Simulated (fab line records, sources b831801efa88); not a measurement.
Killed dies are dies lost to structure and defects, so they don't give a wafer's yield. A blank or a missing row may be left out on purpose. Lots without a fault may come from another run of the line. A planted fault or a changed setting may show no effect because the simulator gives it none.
Tool commonality check | flow sky130 | 12 lots, 36 wafers sampled

WHY IT WAS OPENED
At SKY_SONOS_ONO_THK_MEAS_01 the reading SONOS_ONO_OXIDATION_THK is flagged on 2 of 12 lots. Wafers without a fault read 2.61 nm, standard deviation 0.057.
Rule: a lot is flagged when every wafer of it that has a number lies more than 4 standard deviations from that mean, or none has a number. The other lots count as sound.

lot  | measured     | on            | SONOS_ONO_OXIDATION_THK (nm), wafer by wafer | flag
L825 | day 11 22:58 | film_metro-01 | 2.67 2.63 2.66                               |
L826 | day 12 05:50 | film_metro-04 | 2.60 2.58 2.58                               |
L827 | day 12 10:07 | film_metro-01 | 2.61 2.67 2.68                               |
L828 | day 13 01:21 | film_metro-02 | 2.62 2.67 2.63                               |
L832 | day 14 11:50 | film_metro-02 | 2.58 2.65 2.62                               |
L836 | day 15 18:31 | film_metro-04 | 2.55 2.53 2.51                               |
L838 | day 16 09:25 | film_metro-02 | 2.59 2.64 2.57                               |
L839 | day 16 15:37 | film_metro-01 | 2.54 2.57 2.64                               |
L840 | day 17 03:38 | film_metro-04 | 3.00 2.93 2.97                               | FLAGGED
L841 | day 17 03:40 | film_metro-02 | 2.89 2.93 2.90                               | FLAGGED
L842 | day 17 11:10 | film_metro-04 | 2.69 2.66 2.67                               |
L846 | day 18 19:59 | film_metro-04 | 2.62 2.57 2.61                               |
The numbers of the flagged lots are 2.94 nm on average: +0.33 nm against the usual, or +6 standard deviations.

WHICH TOOL RAN EACH LOT
The record holds 2 process steps before the reading, out of a route of 708 steps. In each cell: the tool, then ch and the chambers that the sampled wafers went through, then the start.
lot  | flag    | SKY_VT_ADJUST_PCH_STRIP_09           | SKY_SONOS_ONO_OXIDATION_00
L825 |         | plasma_asher-01 ch 0,1, day 10 18:34 | furnace-01 ch 0, day 11 21:38
L826 |         | plasma_asher-03 ch 0,1, day 11 02:37 | furnace-02 ch 0, day 12 04:29
L827 |         | plasma_asher-02 ch 0,1, day 11 06:13 | furnace-02 ch 0, day 12 08:45
L828 |         | plasma_asher-01 ch 0,1, day 11 21:39 | furnace-02 ch 0, day 12 23:58
L832 |         | plasma_asher-03 ch 0,1, day 13 08:37 | furnace-02 ch 0, day 14 10:29
L836 |         | plasma_asher-02 ch 0,1, day 14 11:55 | furnace-01 ch 0, day 15 17:10
L838 |         | plasma_asher-01 ch 0,1, day 15 03:01 | furnace-01 ch 0, day 16 08:03
L839 |         | plasma_asher-03 ch 1, day 15 08:16   | furnace-01 ch 0, day 16 14:17
L840 | FLAGGED | plasma_asher-03 ch 0,1, day 15 16:28 | furnace-02 ch 0, day 17 02:18
L841 | FLAGGED | plasma_asher-03 ch 0,1, day 15 21:00 | furnace-02 ch 0, day 17 02:18
L842 |         | plasma_asher-03 ch 0,1, day 16 01:06 | furnace-01 ch 0, day 17 09:49
L846 |         | plasma_asher-03 ch 0,1, day 17 11:37 | furnace-01 ch 0, day 18 18:38
What these steps do:
- SKY_VT_ADJUST_PCH_STRIP_09: strips in O2/N2.
- SKY_SONOS_ONO_OXIDATION_00: stabilise 600 s, purge 300 s, target thk 2.6 nm.
- SKY_SONOS_ONO_THK_MEAS_01

FLAGGED OVER TOTAL, TOOL BY TOOL (the gauges that took the reading come last)
step                       | tool            | lots run | flagged | share of the flagged lots | sound lots run after its first flagged lot
SKY_VT_ADJUST_PCH_STRIP_09 | plasma_asher-01 | 3        | 0       | none                      | -
SKY_VT_ADJUST_PCH_STRIP_09 | plasma_asher-02 | 2        | 0       | none                      | -
SKY_VT_ADJUST_PCH_STRIP_09 | plasma_asher-03 | 7        | 2       | all                       | 2 (L842,L846)
SKY_SONOS_ONO_OXIDATION_00 | furnace-01      | 6        | 0       | none                      | -
SKY_SONOS_ONO_OXIDATION_00 | furnace-02      | 6        | 2       | all                       | 0
SKY_SONOS_ONO_THK_MEAS_01  | film_metro-01   | 3        | 0       | none                      | -
SKY_SONOS_ONO_THK_MEAS_01  | film_metro-02   | 4        | 1       | some                      | 0
SKY_SONOS_ONO_THK_MEAS_01  | film_metro-04   | 5        | 1       | some                      | 2 (L842,L846)

WHAT THE TABLE ALLOWS
2 rows of the table ran every flagged lot: plasma_asher-03 at SKY_VT_ADJUST_PCH_STRIP_09, furnace-02 at SKY_SONOS_ONO_OXIDATION_00.
- plasma_asher-03 at SKY_VT_ADJUST_PCH_STRIP_09: 2 of its 7 lots flagged. Sound lots ran on it after the first flagged one (L842, L846), which a lasting fault on the whole tool wouldn't allow.
- furnace-02 at SKY_SONOS_ONO_OXIDATION_00: 2 of its 6 lots flagged. Its last sound lot is L832 (day 14 10:29), its first flagged lot L840 (day 17 02:18): a fault that began between those two fits.
One tool is left: furnace-02 at SKY_SONOS_ONO_OXIDATION_00.

WHAT THE SIMULATOR HAD PUT IN
Process parameter drift: furnace-02, from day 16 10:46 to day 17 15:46, at SKY_SONOS_ONO_OXIDATION_00. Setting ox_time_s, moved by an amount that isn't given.
Lots struck among those shown: L840, L841. The rule above found the same.
